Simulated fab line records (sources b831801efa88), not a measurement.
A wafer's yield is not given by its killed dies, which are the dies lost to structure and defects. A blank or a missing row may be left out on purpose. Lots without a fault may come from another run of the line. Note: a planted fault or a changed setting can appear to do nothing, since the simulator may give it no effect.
fab line records -- flow sky130
[record] lots = 10, wafers = 30, lastDay = 50
route steps=708 shown METAL2@483 PAD_OPEN@708
lots untouched by any fault: they come from a run of this same line in which no faults occurred
startH: hours from the record's first day to the start of the lot's first wafer shown -- waitH: how many hours have passed since the lot's step before this one -- " the same as in the row above -- L1.1+2: a single row standing in for several wafers -- - no value present, or no start provided -- * or withheld: withheld -- < > ~ a bound
route shown NAME@n: NAME is a module with steps in the file, n the number in the route of the first one -- usual: mean/standard deviation of fault-free wafers -- same: alike in all rows -- chamber/n: place in a boat -- sites: readings site by site -- _std_site: the standard deviation of these -- _edge_site: inner sites' mean taken away from outer sites' mean -- radiusMm: how far each site lies from the wafer's centre -- mask NAME#n: copy n -- behind: the most recent tool/chamber to have shaped the wafer -- hold: the reason the lot was held/the length of the hold in hours/how it ended -- device: transistor that didn't switch, given as n, p or np -- end of line: the same wafers' tests at the end of the route -- step lacking rows: just its recipe -- killed: at the first sort, the dies lost to defects and structure; wafer yield is something else -- map: a wafer's dies, x killed, . not, _ none there
set.NAME: the setting as run; set.NAME@STEP: as run at that earlier step -- model.NAME: the simulator's own value behind a step, which no gauge read
the route's steps for a sample of lots (tables are steps, rows are wafers)
services: the hour from which a tool's chamber was out of use, counted from the record's first day as startH (under 0 if before that day), plus the number of hours and why
[[steps]]
[step SKY_METAL2_SPUTTER_00]
[recipe] material = Ti, targetThkNm = 15, powerW = 3000, timeS = 10, chamberPressurePa = 0.4
[usual] throttleValvePct = 30.3/1.2
[same] timeS = 10
lot.wafer,tool,chamber,startH,waitH,throttleValvePct
L673.1,pvdSputter-01,-,788.00,0.2,28.5
L673.5,pvdSputter-01,-,788.00,0.2,31.8
L673.6,pvdSputter-01,-,788.00,0.2,28.5
L675.1,pvdSputter-04,-,804.26,0.2,30.8
L675.2,pvdSputter-04,-,804.26,0.2,28.8
L675.4,pvdSputter-04,-,804.26,0.2,31.7
L677.2,pvdSputter-01,-,814.06,0.1,28.5
L677.3,pvdSputter-01,-,814.06,0.1,31.0
L677.5,pvdSputter-01,-,814.06,0.1,31.2
L676.1,pvdSputter-02,-,815.02,0.2,31.3
L676.4,pvdSputter-02,-,815.02,0.2,29.7
L676.6,pvdSputter-02,-,815.02,0.2,29.6
L678.2,pvdSputter-01,-,825.68,0.1,31.1
L678.3,pvdSputter-01,-,825.68,0.1,29.0
L678.5,pvdSputter-01,-,825.68,0.1,31.4
L687.2,pvdSputter-01,-,901.96,0.1,32.1
L687.4,pvdSputter-01,-,901.96,0.1,31.2
L687.5,pvdSputter-01,-,901.96,0.1,30.7
L689.3,pvdSputter-01,-,913.87,0.2,30.3
L689.5,pvdSputter-01,-,913.87,0.2,30.1
L689.6,pvdSputter-01,-,913.87,0.2,30.9
L691.1,pvdSputter-02,-,927.08,0.1,30.0
L691.2,pvdSputter-02,-,927.08,0.1,29.7
L691.4,pvdSputter-02,-,927.08,0.1,31.1
L694.3,pvdSputter-02,-,946.05,0.2,31.2
L694.5,pvdSputter-02,-,946.05,0.2,31.3
L694.6,pvdSputter-02,-,946.05,0.2,29.8
L695.3,pvdSputter-01,-,952.66,0.2,30.3
L695.4,pvdSputter-01,-,952.66,0.2,31.3
L695.5,pvdSputter-01,-,952.66,0.2,32.2
[step SKY_METAL2_SPUTTER_04]
[recipe] material = TiN, targetThkNm = 70, powerW = 6500, timeS = 58.3, chamberPressurePa = 0.4
[usual] throttleValvePct = 30.3/1.2
[same] timeS = 58.3
lot.wafer,tool,chamber,startH,waitH,throttleValvePct
L673.1,pvdSputter-01,-,788.09,0.0,28.8
L673.5,pvdSputter-01,-,788.09,0.0,31.7
L673.6,pvdSputter-01,-,788.09,0.0,28.8
L675.1,pvdSputter-04,-,804.35,0.0,30.7
L675.2,pvdSputter-04,-,804.35,0.0,28.9
L675.4,pvdSputter-04,-,804.35,0.0,31.9
L677.2,pvdSputter-01,-,814.15,0.0,28.8
L677.3,pvdSputter-01,-,814.15,0.0,31.2
L677.5,pvdSputter-01,-,814.15,0.0,31.1
L676.1,pvdSputter-02,-,815.11,0.0,31.3
L676.4,pvdSputter-02,-,815.11,0.0,30.0
L676.6,pvdSputter-02,-,815.11,0.0,29.8
L678.2,pvdSputter-01,-,825.77,0.0,31.1
L678.3,pvdSputter-01,-,825.77,0.0,28.7
L678.5,pvdSputter-01,-,825.77,0.0,31.1
L687.2,pvdSputter-01,-,902.05,0.0,31.6
L687.4,pvdSputter-01,-,902.05,0.0,31.4
L687.5,pvdSputter-01,-,902.05,0.0,30.3
L689.3,pvdSputter-01,-,913.96,0.0,30.2
L689.5,pvdSputter-01,-,913.96,0.0,30.2
L689.6,pvdSputter-01,-,913.96,0.0,31.0
L691.1,pvdSputter-02,-,927.17,0.0,30.1
L691.2,pvdSputter-02,-,927.17,0.0,29.7
L691.4,pvdSputter-02,-,927.17,0.0,31.3
L694.3,pvdSputter-02,-,946.14,0.0,31.2
L694.5,pvdSputter-02,-,946.14,0.0,31.3
L694.6,pvdSputter-02,-,946.14,0.0,29.4
L695.3,pvdSputter-01,-,952.75,0.0,30.2
L695.4,pvdSputter-01,-,952.75,0.0,31.2
L695.5,pvdSputter-01,-,952.75,0.0,31.7
[step SKY_METAL2_COAT_09]
[recipe] resist = BARC, tempC = withheld, timeS = withheld, spinRpm = 3000, resistThkNm = 60
[usual] spinSpeedRpm = 3000.5/1.9
lot.wafer,tool,chamber,startH,waitH,spinSpeedRpm
L673.1,lithoTrack-02,0,801.51,0.1,2999.2
L673.5,lithoTrack-02,0,801.51,0.1,2996.5
L673.6,lithoTrack-02,0,801.51,0.1,2999.1
L675.1,lithoTrack-01,0,817.03,0.1,3005.4
L675.2,lithoTrack-01,0,817.03,0.1,3005.0
L675.4,lithoTrack-01,0,817.03,0.1,3002.8
L677.2,lithoTrack-02,0,826.99,0.1,2996.6
L677.3,lithoTrack-02,0,826.99,0.1,3000.2
L677.5,lithoTrack-02,0,826.99,0.1,3001.3
L676.1,lithoTrack-02,0,828.06,0.1,3003.6
L676.4,lithoTrack-02,0,828.06,0.1,3001.9
L676.6,lithoTrack-02,0,828.06,0.1,3002.3
L678.2,lithoTrack-02,0,838.99,0.1,3001.1
L678.3,lithoTrack-02,0,838.99,0.1,2999.2
L678.5,lithoTrack-02,0,838.99,0.1,3000.3
L687.2,lithoTrack-02,0,914.69,0.1,2252.4
L687.4,lithoTrack-02,0,914.69,0.1,2254.7
L687.5,lithoTrack-02,0,914.69,0.1,2253.3
L689.3,lithoTrack-04,0,926.44,0.1,2999.9
L689.5,lithoTrack-04,0,926.44,0.1,3001.4
L689.6,lithoTrack-04,0,926.44,0.1,3002.5
L691.1,lithoTrack-02,0,939.61,0.1,2254.2
L691.2,lithoTrack-02,0,939.61,0.1,2253.6
L691.4,lithoTrack-02,0,939.61,0.1,2256.3
L694.3,lithoTrack-01,0,958.18,0.1,2998.3
L694.5,lithoTrack-01,0,958.18,0.1,3000.8
L694.6,lithoTrack-01,0,958.18,0.1,2999.5
L695.3,lithoTrack-04,0,964.39,0.1,2999.4
L695.4,lithoTrack-04,0,964.39,0.1,2998.2
L695.5,lithoTrack-04,0,964.39,0.1,2999.0
[step SKY_METAL2_CD_MEAS_15]
[recipe] targetCdNm = 140
[usual] cdNm = 139.6/1.8
lot.wafer,tool,chamber,startH,waitH,cdNm
L673.1,cdSem-01,-,814.43,-,139.8
L673.5,cdSem-01,-,814.43,-,139.3
L673.6,cdSem-01,-,814.43,-,138.7
L675.1,cdSem-02,-,831.19,-,139.6
L675.2,cdSem-02,-,831.19,-,139.8
L675.4,cdSem-02,-,831.19,-,140.7
L677.2,cdSem-01,-,840.15,-,138.5
L677.3,cdSem-01,-,840.15,-,139.7
L677.5,cdSem-01,-,840.15,-,140.0
L676.1,cdSem-02,-,841.64,-,139.9
L676.4,cdSem-02,-,841.64,-,141.3
L676.6,cdSem-02,-,841.64,-,141.1
L678.2,cdSem-01,-,852.51,-,140.9
L678.3,cdSem-01,-,852.51,-,141.9
L678.5,cdSem-01,-,852.51,-,141.8
L687.2,cdSem-01,-,926.55,-,142.5
L687.4,cdSem-01,-,926.55,-,142.2
L687.5,cdSem-01,-,926.55,-,142.5
L689.3,cdSem-02,-,938.55,-,139.4
L689.5,cdSem-02,-,938.55,-,139.1
L689.6,cdSem-02,-,938.55,-,139.1
L691.1,cdSem-02,-,951.58,-,140.5
L691.2,cdSem-02,-,951.58,-,138.9
L691.4,cdSem-02,-,951.58,-,138.5
L694.3,cdSem-02,-,971.10,-,139.9
L694.5,cdSem-02,-,971.10,-,139.4
L694.6,cdSem-02,-,971.10,-,138.9
L695.3,cdSem-02,-,976.80,-,141.8
L695.4,cdSem-02,-,976.80,-,141.1
L695.5,cdSem-02,-,976.80,-,142.7
[step SKY_METAL2_ETCH_18]
[recipe] chemistry = N2/H2, target = BARC, ionEnergyEv = 200, biasW = 100, pressureMtorr = 30, n2FlowSccm = 100, h2FlowSccm = 200, icpW = 500, stopOn = SiO2, timeS = 45.9, targetDepthA = 600
[usual] drypumpMotorCurrentA = 5.5/0.41, h2FlowSccm = 200.0/0.56, oesProductAu = 0.854/0.0049, throttleValvePct = 13.224/0.0087
[same] timeS = 45.9
lot.wafer,tool,chamber,startH,waitH,drypumpMotorCurrentA,h2FlowSccm,oesProductAu,rfHoursCounterH,throttleValvePct
L673.1,rieMetal-03,1,814.62,0.0,5.2,200.2,0.852,5,13.222
L673.5,rieMetal-03,1,814.62,0.0,5.2,200.5,0.848,-,13.235
L673.6,rieMetal-03,0,814.62,0.0,5.7,199.3,0.849,-,13.229
L675.1,rieMetal-01,1,831.38,0.0,5.1,201.0,0.854,15,13.222
L675.2,rieMetal-01,0,831.38,0.0,5.6,200.6,0.854,12,13.212
L675.4,rieMetal-01,1,831.38,0.0,5.1,200.1,0.860,-,13.226
L677.2,rieMetal-04,1,840.32,0.0,6.4,200.3,0.853,6,13.221
L677.3,rieMetal-04,0,840.32,0.0,5.7,199.3,0.850,-,13.210
L677.5,rieMetal-04,0,840.32,0.0,5.7,199.1,0.845,-,13.236
L676.1,rieMetal-01,1,841.83,0.0,5.0,200.7,0.850,16,13.220
L676.4,rieMetal-01,0,841.83,0.0,5.6,198.5,0.846,-,13.211
L676.6,rieMetal-01,0,841.83,0.0,5.6,200.1,0.846,-,13.224
L678.2,rieMetal-03,0,852.68,0.0,5.7,200.1,0.851,16,13.221
L678.3,rieMetal-03,0,852.68,0.0,5.6,200.2,0.850,-,13.209
L678.5,rieMetal-03,0,852.68,0.0,5.6,200.7,0.848,-,13.227
L687.2,rieMetal-04,1,926.72,0.0,6.3,199.8,0.924,10,13.237
L687.4,rieMetal-04,0,926.72,0.0,5.7,199.8,0.930,-,13.222
L687.5,rieMetal-04,0,926.72,0.0,5.7,200.2,0.923,-,13.224
L689.3,rieMetal-04,0,938.72,0.0,5.7,200.0,0.848,-,13.221
L689.5,rieMetal-04,1,938.72,0.0,6.4,200.1,0.852,-,13.219
L689.6,rieMetal-04,0,938.72,0.0,5.7,199.7,0.856,-,13.226
L691.1,rieMetal-01,0,951.77,0.0,5.6,199.9,0.932,17,13.232
L691.2,rieMetal-01,1,951.77,0.0,5.1,200.6,0.917,2,13.220
L691.4,rieMetal-01,1,951.77,0.0,5.1,198.6,0.931,-,13.228
L694.3,rieMetal-01,0,971.27,0.0,5.6,199.5,0.857,-,13.242
L694.5,rieMetal-01,0,971.27,0.0,5.6,200.0,0.854,-,13.222
L694.6,rieMetal-01,1,971.27,0.0,5.0,199.8,0.849,-,13.238
L695.3,rieMetal-01,0,976.97,0.0,5.6,200.3,0.855,-,13.221
L695.4,rieMetal-01,1,976.97,0.0,5.1,200.6,0.853,-,13.227
L695.5,rieMetal-01,0,976.97,0.0,5.6,199.5,0.857,-,13.218
[step SKY_METAL2_STRIP_20]
[recipe] chemistry = O2/N2, powerW = 1400, pressureMtorr = 1500, platenTempC = withheld, o2FlowSccm = 3000, n2FlowSccm = 300, overashFraction = 0.5
[usual] drypumpMotorCurrentA = 5.6/0.61, oesProductAu = 0.341/0.0046, stripTimeToEndpointS = 2.65/0.041
lot.wafer,tool,chamber,startH,waitH,drypumpMotorCurrentA,oesProductAu,rfHoursCounterH,stripTimeToEndpointS
L673.1,plasmaAsher-03,0,814.77,0.1,6.3,0.340,38,2.70
L673.5,plasmaAsher-03,0,814.77,0.1,6.2,0.338,-,2.71
L673.6,plasmaAsher-03,1,814.77,0.1,4.9,0.347,-,2.60
L675.1,plasmaAsher-03,0,831.53,0.1,6.2,0.339,39,2.76
L675.2,plasmaAsher-03,1,831.53,0.1,4.9,0.337,39,2.68
L675.4,plasmaAsher-03,1,831.53,0.1,4.9,0.343,-,2.74
L677.2,plasmaAsher-03,1,840.47,0.1,4.9,0.346,40,2.67
L677.3,plasmaAsher-03,1,840.47,0.1,4.9,0.341,-,2.61
L677.5,plasmaAsher-03,0,840.47,0.1,6.3,0.339,-,2.61
L676.1,plasmaAsher-02,1,841.98,0.1,4.8,0.341,10,2.73
L676.4,plasmaAsher-02,0,841.98,0.1,6.4,0.339,-,2.60
L676.6,plasmaAsher-02,1,841.98,0.1,4.8,0.342,-,2.63
L678.2,plasmaAsher-04,1,852.83,0.1,5.8,0.335,70,2.61
L678.3,plasmaAsher-04,1,852.83,0.1,5.8,0.333,-,2.63
L678.5,plasmaAsher-04,0,852.83,0.1,5.6,0.340,-,2.61
L687.2,plasmaAsher-02,0,926.87,0.1,6.4,0.346,19,2.76
L687.4,plasmaAsher-02,0,926.87,0.1,6.4,0.354,-,2.76
L687.5,plasmaAsher-02,1,926.87,0.1,4.8,0.346,-,2.73
L689.3,plasmaAsher-04,0,938.89,0.1,5.6,0.340,-,2.65
L689.5,plasmaAsher-04,0,938.89,0.1,5.6,0.338,-,2.69
L689.6,plasmaAsher-04,1,938.89,0.1,5.8,0.353,-,2.67
L691.1,plasmaAsher-03,1,951.92,0.1,4.9,0.349,51,2.77
L691.2,plasmaAsher-03,0,951.92,0.1,6.3,0.340,51,2.81
L691.4,plasmaAsher-03,1,951.92,0.1,4.9,0.345,-,2.83
L694.3,plasmaAsher-02,0,971.44,0.1,6.4,0.339,-,2.63
L694.5,plasmaAsher-02,0,971.44,0.1,6.4,0.343,-,2.61
L694.6,plasmaAsher-02,1,971.44,0.1,4.8,0.340,-,2.68
L695.3,plasmaAsher-02,1,977.14,0.1,4.9,0.342,-,2.60
L695.4,plasmaAsher-02,0,977.14,0.1,6.4,0.339,-,2.65
L695.5,plasmaAsher-02,1,977.14,0.1,4.9,0.336,-,2.60
[step SKY_PAD_OPEN_PROBE_99]
[usual] defectLimitedYield = 82.7/1.8, killed_at_M0_to_M3 = 43/6.8, killed_at_M4_up = 3.2/1.8, killedAtContacts = 24/5.2, killedAtFrontEnd = 15/4.2, killedAtOther = 0.4/0.62, killedDies = 85/8.7, killedOpen = 46/6.7, killedShort = 39/5.9, sort_bin_3_pad_short = 0.9/0.41, sort_bin_5_function = 10.2/1.5, sort_bin_6_memory = 6.3/1.1, sortNPass = 407/8.7, sortYieldPct = 82.7/1.8
[same] grossDies = 492, killedAtBackSide = 0, sort_bin_4_leakage[%] = 0, sort_bin_8_speed[%] = 0
lot.wafer,tool,chamber,startH,waitH,defectLimitedYield[%],killed_at_M0_to_M3,killed_at_M4_up,killedAtContacts,killedAtFrontEnd,killedAtOther,killedDies,killedOpen,killedShort,sort_bin_3_pad_short[%],sort_bin_5_function[%],sort_bin_6_memory[%],sortNPass,sortYieldPct[%]
L677.2,prober-02,-,1091.54,0.1,82.5,40,4,20,21,1,86,51,35,1.8,8.1,7.5,406,82.5
L677.3,prober-02,-,1091.59,0.2,82.3,42,2,23,20,0,87,53,34,0.6,10.2,6.9,405,82.3
L677.5,prober-02,-,1091.69,0.2,84.1,34,4,25,15,0,78,50,28,0.8,8.1,6.9,414,84.1
L676.1,prober-01,-,1092.99,0.1,83.5,37,3,22,19,0,81,44,37,0.8,10.4,5.3,411,83.5
L676.4,prober-01,-,1093.14,0.2,81.3,49,6,24,12,1,92,58,34,0.4,10.2,8.1,400,81.3
L676.6,prober-01,-,1093.24,0.2,81.3,48,5,27,12,0,92,57,35,0.6,11.6,6.5,400,81.3
L678.2,prober-02,-,1102.46,0.1,83.7,39,6,19,16,0,80,41,39,0.2,11.2,4.9,412,83.7
L678.3,prober-02,-,1102.51,0.2,84.8,35,2,16,22,0,75,37,37,0.4,8.3,6.5,417,84.8
L678.5,prober-02,-,1102.61,0.2,83.1,40,3,21,19,0,83,40,42,1.0,9.6,6.3,409,83.1
L687.2,prober-02,-,1154.51,0.1,81.7,49,2,24,14,1,90,57,33,0.4,10.6,7.3,402,81.7
L687.4,prober-02,-,1154.61,0.2,84.6,34,2,23,17,0,76,40,36,0.4,9.6,5.5,416,84.6
L687.5,prober-02,-,1154.66,0.2,82.9,38,2,30,12,2,84,45,37,1.0,10.8,5.3,408,82.9
// killed by level:class
L677.2 CONTACT:geometricParticle:open=10 POLY_GATE:geometricParticle:open=8 VIA1:geometricParticle:open=8 FIELD_ISO:geometricParticle:open=6 VIA3:geometricParticle:open=6 CONTACT:geometricParticle:short=5 VIA2:geometricParticle:short=4 METAL1:geometricParticle:short=4
L677.3 VIA1:geometricParticle:open=10 CONTACT:geometricParticle:open=9 LI_CONTACT:geometricParticle:open=7 VIA1:geometricParticle:short=7 POLY_GATE:geometricParticle:open=6 FIELD_ISO:geometricParticle:open=4 LI_CONTACT:geometricParticle:short=4 VIA2:geometricParticle:open=4
L677.5 CONTACT:geometricParticle:open=9 LI_CONTACT:geometricParticle:open=8 VIA1:geometricParticle:open=8 VIA2:geometricParticle:open=8 FIELD_ISO:geometricParticle:open=5 POLY_GATE:geometricParticle:open=4 CONTACT:geometricParticle:short=4 FIELD_ISO:geometricParticle:short=3
L676.1 VIA1:geometricParticle:open=8 CONTACT:geometricParticle:open=7 LOCAL_INTERCONNECT:geometricParticle:short=6 VIA3:geometricParticle:short=6 FIELD_ISO:geometricParticle:open=5 LI_CONTACT:geometricParticle:short=5 VIA3:geometricParticle:open=5 POLY_GATE:geometricParticle:short=4
L676.4 CONTACT:geometricParticle:open=12 VIA1:geometricParticle:open=11 VIA3:geometricParticle:open=10 VIA2:geometricParticle:open=7 VIA1:geometricParticle:short=6 METAL4:geometricParticle:short=5 METAL2:geometricParticle:short=4 FIELD_ISO:geometricParticle:open=3
L676.6 VIA3:geometricParticle:open=11 CONTACT:geometricParticle:open=8 VIA1:geometricParticle:open=8 VIA2:geometricParticle:open=7 LI_CONTACT:geometricParticle:open=6 LOCAL_INTERCONNECT:geometricParticle:short=6 METAL1:geometricParticle:short=6 FIELD_ISO:geometricParticle:open=4
L678.2 LI_CONTACT:geometricParticle:open=8 POLY_GATE:geometricParticle:short=7 VIA1:geometricParticle:open=6 VIA3:geometricParticle:open=6 METAL4:geometricParticle:short=6 VIA2:geometricParticle:open=5 METAL1:geometricParticle:open=4 CONTACT:geometricParticle:open=4
L678.3 VIA1:geometricParticle:open=9 FIELD_ISO:geometricParticle:short=7 POLY_GATE:geometricParticle:open=5 LI_CONTACT:geometricParticle:open=5 CONTACT:geometricParticle:open=5 POLY_GATE:geometricParticle:short=4 METAL1:geometricParticle:short=4 METAL3:geometricParticle:short=4
L678.5 CONTACT:geometricParticle:open=9 METAL1:geometricParticle:short=9 VIA1:geometricParticle:open=7 VIA1:geometricParticle:short=6 VIA3:geometricParticle:open=6 FIELD_ISO:geometricParticle:short=4 POLY_GATE:geometricParticle:short=4 CONTACT:geometricParticle:short=4
L687.2 VIA1:geometricParticle:open=20 VIA2:geometricParticle:open=9 CONTACT:geometricParticle:open=8 LI_CONTACT:geometricParticle:open=7 VIA1:geometricParticle:short=6 CONTACT:geometricParticle:short=5 VIA2:geometricParticle:short=4 POLY_GATE:geometricParticle:open=3
L687.4 CONTACT:geometricParticle:open=9 LI_CONTACT:geometricParticle:open=7 METAL1:geometricParticle:short=6 VIA1:geometricParticle:open=6 VIA2:geometricParticle:short=6 FIELD_ISO:geometricParticle:open=5 VIA1:geometricParticle:short=5 FIELD_ISO:geometricParticle:short=4
L687.5 CONTACT:geometricParticle:open=10 VIA1:geometricParticle:open=9 LI_CONTACT:geometricParticle:open=7 METAL1:geometricParticle:short=7 LI_CONTACT:geometricParticle:short=6 POLY_GATE:geometricParticle:open=4 CONTACT:geometricParticle:short=4 VIA2:geometricParticle:open=4
[[services]]
tool,chamber,startH,hours,kind
rieMetal-04,0,768.61,-,clean
rieMetal-04,0,768.61,14.7,scheduledDown
rieMetal-04,0,768.61,14.7,ventCycle
rieMetal-03,1,789.67,1.2,repair
pvdSputter-04,1,803.50,-,consumableReplace:kit
pvdSputter-04,1,803.50,18.0,scheduledDown
pvdSputter-04,1,803.50,18.0,ventCycle
pvdSputter-02,-,817.22,33.4,repair
pvdSputter-01,0,846.46,-,consumableReplace:kit
pvdSputter-01,0,846.46,18.0,scheduledDown
pvdSputter-01,0,846.46,18.0,ventCycle
rieMetal-03,-,847.04,1.2,repair
rieMetal-01,1,895.65,-,clean
rieMetal-01,1,895.65,17.2,scheduledDown
rieMetal-01,1,895.65,17.2,ventCycle
pvdSputter-01,-,901.16,0.5,repair
rieMetal-03,0,929.71,-,clean
pvdSputter-02,-,937.91,2.7,repair
pvdSputter-02,0,950.36,-,consumableReplace:kit
pvdSputter-02,0,950.36,18.0,scheduledDown
pvdSputter-02,0,950.36,18.0,ventCycle
rieMetal-01,-,955.08,14.6,pm
pvdSputter-02,-,957.43,6.0,repair
plasmaAsher-03,-,967.94,1.1,repair
[[key]]
[firstSign] step = SKY_METAL2_COAT_09, reading = spinSpeedRpm, direction = down, sigmas = 99+, usual = 3000.5, struck = 2254.1
[effect] step = SKY_METAL2_ETCH_18, reading = oesProductAu, direction = up, sigmas = 15, usual = 0.854, struck = 0.926
[effect] step = SKY_METAL2_STRIP_20, reading = stripTimeToEndpointS, direction = up, sigmas = 3, usual = *, struck = *
metAt SKY_METAL2_COAT_09
struckLots L687,L691
notActingAt SKY_METAL2_SPUTTER_00,SKY_METAL2_SPUTTER_04,SKY_METAL2_CD_MEAS_15
onsetBetween 838.99 914.69
[fault] kind = processParameterDrift, tool = lithoTrack-02, chamber = -, onsetH = 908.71, steps = SKY_METAL2_COAT_09, channel = spinRpm, offset = -747.9, shape = step, endH = 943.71, actsIn = theseRecipesOnly, stated = 3000
